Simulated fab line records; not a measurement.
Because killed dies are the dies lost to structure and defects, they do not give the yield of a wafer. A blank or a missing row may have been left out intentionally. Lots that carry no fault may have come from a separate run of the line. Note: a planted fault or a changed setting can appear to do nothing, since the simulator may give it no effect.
2 desks, one fault    flow sky130    every desk sees just its own numbers, and what lay behind them comes last

== DESK OF THE TOOL OWNER: pvdSputter-02 ==
At SKY_CAPM_SPUTTER_02 (material TiN, target thk 200 nm, time 166.7 s) the tool's own readings: per lot run on this tool, the mean of the sampled wafers that have a number. If a lot's mean is further than 4 standard deviations from the usual mean, the lot is out of limits and carries the mark OUT (the distance appears in the brackets).
Columns: A = throttleValvePct at SKY_CAPM_SPUTTER_02, usual 30.2 %
lot   first seen here  A
L718  day 37 07:50     30.2
L732  day 41 14:58     30.2
Result from this desk: across the 2 lots, nothing is out of limits.

== AT THE METROLOGY DESK ==
Means of the sampled wafers that have a number, per lot and without regard to the tool the lot ran on: this is what the gauges read. If a lot's mean is further than 4 standard deviations from the usual mean, the lot is out of limits and carries the mark OUT (the distance appears in the brackets). 7 of its 8 readings are shown: the first one out of limits and those lying furthest out on some lot.
Columns: A = VIA2_W_THK at SKY_VIA2_THK_MEAS_23, usual 407 nm; B = CAPM_CVD_00_THK at SKY_CAPM_THK_MEAS_01, usual 15.44 nm; C = CAPM_TIN_RS at SKY_CAPM_RS_MEAS_03, usual 6.89 ohm/sq; D = CAPM_TIN_THK at SKY_CAPM_THK_MEAS_04, usual 201.5 nm; E = CAPM_OVL at SKY_CAPM_OVL_MEAS_12, usual 0.1 nm; F = cdNm at SKY_METAL3_CD_MEAS_13, usual 299.9 nm; G = METAL3_OVL at SKY_METAL3_OVL_MEAS_14, usual 2 nm
lot   first seen here  A    B      C                D                 E    F      G
L718  day 37 07:11     414  15.66  6.84             203.5             1.8  299.7  7
L728  day 40 20:04     407  15.23  6.86             203.6             2.2  302.2  6
L732  day 41 14:15     411  15.36  7.37 (+5.6) OUT  187.2 (-5.1) OUT  0.8  298.9  4
L739  day 43 07:39     401  15.28  6.84             204.1             0.2  298.6  -2
L740  day 43 13:07     409  15.16  6.83             204.1             2.3  299.9  3
This desk's finding: out of limits on L732; first on L732, day 41 15:05 (CAPM_TIN_RS at SKY_CAPM_RS_MEAS_03). In limits: L718, L728, L739, L740.

== PUT TOGETHER ==
At day 41 15:05 the metrology desk could have sounded an alarm, on L732.
Nothing out of limits was seen by the tool owner's desk.
Tool owner's desk: L732 on record, inside its limits.
All the named lots went through SKY_CAPM_SPUTTER_02 on pvdSputter-02.

== WHAT THE SIMULATOR HAD INSERTED ==
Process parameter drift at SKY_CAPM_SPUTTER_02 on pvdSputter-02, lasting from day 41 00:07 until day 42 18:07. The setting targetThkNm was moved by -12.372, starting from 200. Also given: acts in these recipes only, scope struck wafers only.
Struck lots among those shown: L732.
Hours from the fault's start to each desk's first reading out of limits: the metrology desk, 15.
